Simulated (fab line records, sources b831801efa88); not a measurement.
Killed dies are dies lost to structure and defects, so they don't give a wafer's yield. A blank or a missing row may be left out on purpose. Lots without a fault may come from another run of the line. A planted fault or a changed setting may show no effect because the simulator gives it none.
One fault seen from 2 desks | flow sky130 | each desk has only its own numbers; what lay behind them comes last

THE METROLOGY DESK
What the gauges read, lot by lot, whatever tool the lot ran on: means of the sampled wafers that have a number. A lot is out of limits, marked OUT, if its mean lies more than 4 standard deviations from the usual mean; the brackets give that distance.
Columns: A = PAD_OPEN_BOW at SKY_PAD_OPEN_BOW_MEAS_13, usual 47 um
lot  | first seen here | A
L864 | day 45 11:40    | 39
L865 | day 45 20:47    | 56
L866 | day 45 23:36    | 52
L868 | day 46 11:47    | 53
L869 | day 46 20:33    | 60
L872 | day 47 19:23    | 47
L871 | day 47 22:52    | 36
L870 | day 47 23:06    | 49
L878 | day 49 00:31    | 56
L879 | day 49 04:23    | 35
L883 | day 50 05:29    | 49
L884 | day 50 09:35    | 41
L886 | day 50 15:06    | 55
This desk's finding: nothing out of limits on any of the 13 lots.

THE TOOL OWNER'S DESK: pvd_sputter-03
The tool's own readings at SKY_LI_CONTACT_SPUTTER_20 (material TiN, target thk 20 nm, time 80 s): means of the sampled wafers that have a number, for each lot that ran on this tool. A lot is out of limits, marked OUT, if its mean lies more than 4 standard deviations from the usual mean; the brackets give that distance.
Columns: A = throttle_valve_pct at SKY_LI_CONTACT_SPUTTER_20, usual 30.0 %
lot  | first seen here | A
L866 | day 29 16:28    | 29.2
L878 | day 33 16:38    | 29.2
L879 | day 34 02:38    | 29.0
This desk's finding: nothing out of limits on any of the 3 lots.

PUT TOGETHER
The metrology desk saw nothing out of limits.
The tool owner's desk saw nothing out of limits.

WHAT THE SIMULATOR HAD PUT IN
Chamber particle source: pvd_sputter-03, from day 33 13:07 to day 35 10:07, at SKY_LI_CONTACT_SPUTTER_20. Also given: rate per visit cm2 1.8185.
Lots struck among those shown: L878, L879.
